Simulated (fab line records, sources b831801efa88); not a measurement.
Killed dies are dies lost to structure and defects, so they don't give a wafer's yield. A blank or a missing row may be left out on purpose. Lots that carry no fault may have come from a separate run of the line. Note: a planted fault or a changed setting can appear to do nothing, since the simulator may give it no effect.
Tool commonality check | flow sky130 | Lots sampled 12, wafers sampled 36

== THE REASON FOR OPENING IT ==
At SKY_NWELL_TW_MEAS_26 the reading NWELL_2_TW is flagged on 2 of 12 lots. Wafers without a fault read 501.2, standard deviation 2.6.
Rule: flag the lot when none of its wafers has a number, or when each of its wafers that has one lies beyond 4 standard deviations from that mean. All remaining lots are regarded as sound.

lot  | measured     | on            | NWELL_2_TW, wafer by wafer | flag
L471 | day 5 08:55  | film metro-02 | 501.0 498.8 498.2          |
L472 | day 5 13:32  | film metro-02 | 500.4 503.0 500.2          |
L473 | day 5 23:52  | film metro-02 | 499.8 499.1 499.7          |
L477 | day 6 19:50  | film metro-04 | 503.9 499.3 501.9          |
L478 | day 7 07:35  | film metro-01 | 499.8 497.4 499.1          |
L481 | day 8 00:41  | film metro-04 | 503.2 504.3 503.1          |
L482 | day 8 03:29  | film metro-04 | 504.0 502.2 502.2          |
L488 | day 9 14:50  | film metro-02 | 495.9 499.4 499.9          |
L489 | day 9 18:19  | film metro-04 | 464.6 463.2 461.5          | FLAGGED
L490 | day 10 01:22 | film metro-01 | 463.6 461.2 462.1          | FLAGGED
L493 | day 11 01:02 | film metro-01 | 503.2 497.0 498.2          |
L494 | day 11 03:37 | film metro-01 | 498.8 498.1 498.8          |
Average over the flagged lots: 462.7; offset from the usual -38.5, equal to -15 standard deviations.

== LOT BY LOT: THE TOOL USED ==
The record holds 2 process steps before the reading, out of a route of 708 steps. In each cell: the tool, then ch and the chambers that the sampled wafers went through, then the start.
lot  | flag    | SKY_DNWELL_STRIP_08                 | SKY_NWELL_IMPLANT_24
L471 |         | plasma asher-02 ch 0,1, day 3 04:26 | implanter-03 ch 0, day 5 08:40
L472 |         | plasma asher-02 ch 0,1, day 3 08:32 | implanter-04 ch 0, day 5 13:18
L473 |         | plasma asher-01 ch 0,1, day 3 17:47 | implanter-04 ch 0, day 5 23:37
L477 |         | plasma asher-01 ch 0,1, day 4 11:25 | implanter-04 ch 0, day 6 19:37
L478 |         | plasma asher-01 ch 0,1, day 4 22:31 | implanter-04 ch 0, day 7 07:22
L481 |         | plasma asher-03 ch 0,1, day 5 14:20 | implanter-04 ch 0, day 8 00:28
L482 |         | plasma asher-03 ch 0,1, day 5 16:34 | implanter-04 ch 0, day 8 03:16
L488 |         | plasma asher-03 ch 0,1, day 6 23:17 | implanter-03 ch 0, day 9 14:35
L489 | FLAGGED | plasma asher-02 ch 0,1, day 7 04:25 | implanter-04 ch 0, day 9 18:07
L490 | FLAGGED | plasma asher-01 ch 0,1, day 7 09:02 | implanter-04 ch 0, day 10 01:07
L493 |         | plasma asher-01 ch 0, day 8 08:32   | implanter-03 ch 0, day 11 00:47
L494 |         | plasma asher-01 ch 0,1, day 8 11:56 | implanter-01 ch 0, day 11 03:22
What is done by these steps:
- SKY_DNWELL_STRIP_08: strips in O2/N2.
- SKY_NWELL_IMPLANT_24
- SKY_NWELL_TW_MEAS_26

== FLAGGED OVER TOTAL, TOOL BY TOOL (the gauges that took the reading come last) ==
step                 | tool            | lots run | flagged | share of the flagged lots | sound lots run after its first flagged lot
SKY_DNWELL_STRIP_08  | plasma asher-01 | 6        | 1       | some                      | 2 (L493,L494)
SKY_DNWELL_STRIP_08  | plasma asher-02 | 3        | 1       | some                      | 0
SKY_DNWELL_STRIP_08  | plasma asher-03 | 3        | 0       | none                      | -
SKY_NWELL_IMPLANT_24 | implanter-01    | 1        | 0       | none                      | -
SKY_NWELL_IMPLANT_24 | implanter-03    | 3        | 0       | none                      | -
SKY_NWELL_IMPLANT_24 | implanter-04    | 8        | 2       | all                       | 0
SKY_NWELL_TW_MEAS_26 | film metro-01   | 4        | 1       | some                      | 2 (L493,L494)
SKY_NWELL_TW_MEAS_26 | film metro-02   | 4        | 0       | none                      | -
SKY_NWELL_TW_MEAS_26 | film metro-04   | 4        | 1       | some                      | 0

== THE TABLE: WHAT IT ALLOWS ==
1 row of the table ran every flagged lot: implanter-04 at SKY_NWELL_IMPLANT_24.
- implanter-04 at SKY_NWELL_IMPLANT_24: 2 of its 8 lots flagged. A fault beginning between L482 (day 8 03:16), its last sound lot, and L489 (day 9 18:07), its first flagged one, fits the data.
Left over: one tool, implanter-04 at SKY_NWELL_IMPLANT_24.

== WHAT THE SIMULATOR HAD PUT IN ==
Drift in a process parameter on implanter-04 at SKY_NWELL_IMPLANT_24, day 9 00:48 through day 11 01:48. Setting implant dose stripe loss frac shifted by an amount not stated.
Lots struck among those shown: L489, L490. The rule given above showed the same thing.
